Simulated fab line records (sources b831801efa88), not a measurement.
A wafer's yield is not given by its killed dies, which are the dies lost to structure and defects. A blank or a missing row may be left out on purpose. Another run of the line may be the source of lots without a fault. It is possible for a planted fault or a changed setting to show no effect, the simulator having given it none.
Chamber matching    flow sfqLine    rieDiel-02 running SFQ_TRILAYER_I3_VIA_BARC_OPEN_VIA_ETCH_121: 4 sister chambers
The step etches BARC in O2, target depth 125 nm, time 41.7 s. 16 wafers are shown with their chamber, then 8 later ones without.

WAFERS, EACH WITH ITS CHAMBER
wafer   chamber  drypumpMotorCurrentA (A)  oesProductAu (a.u.)
L805.1  1        5.3                       0.686
L805.2  3        6.2                       0.689
L805.5  3        6.2                       0.678
L807.2  0        5.8                       0.689
L807.4  3        6.2                       0.682
L807.5  2        6.0                       0.682
L810.2  3        6.2                       0.683
L810.4  1        5.3                       0.680
L810.5  1        5.3                       0.689
L812.2  1        5.3                       0.687
L812.3  2        6.0                       0.686
L812.5  1        5.4                       0.685
L813.1  2        6.0                       0.684
L813.3  3        6.2                       0.689
L813.4  1        5.4                       0.691
L818.1  1        5.3                       0.682

SIGNATURES (averages over the wafers above)
reading               chamber 0  chamber 1  chamber 2  chamber 3  scatter within a chamber
drypumpMotorCurrentA  5.800      5.329      6.000      6.200      0.0345
oesProductAu          0.68900    0.68571    0.68400    0.68420    0.00394
Rule: a wafer's distance from a chamber is the root of the sum, over the readings, of the square of ((its reading less the chamber's mean) divided by the reading's scatter). The wafer belongs to the nearest chamber; if the next one is less than 2 further off, it can't be placed. The scatter is the square root of a quotient: the sum, over the shown wafers, of each reading's squared deviation from its chamber's mean, divided by wafers minus chambers.

WAFERS MISSING THEIR CHAMBER
wafer   drypumpMotorCurrentA (A)  oesProductAu (a.u.)
L818.5  6.2                       0.687
L818.6  6.0                       0.691
L820.3  5.4                       0.680
L820.4  6.0                       0.680
L820.5  5.4                       0.681
L821.1  6.2                       0.685
L821.2  6.0                       0.685
L821.6  6.0                       0.689

CHAMBER TAKEN BY EACH
wafer   from the rows above  in truth
L818.5  3                    3
L818.6  2                    2
L820.3  1                    1
L820.4  2                    2
L820.5  1                    1
L821.1  3                    3
L821.2  2                    2
L821.6  2                    2
Correctly placed: 8 of 8. From these rows, 0 cannot be placed. Number placed wrongly: 0.
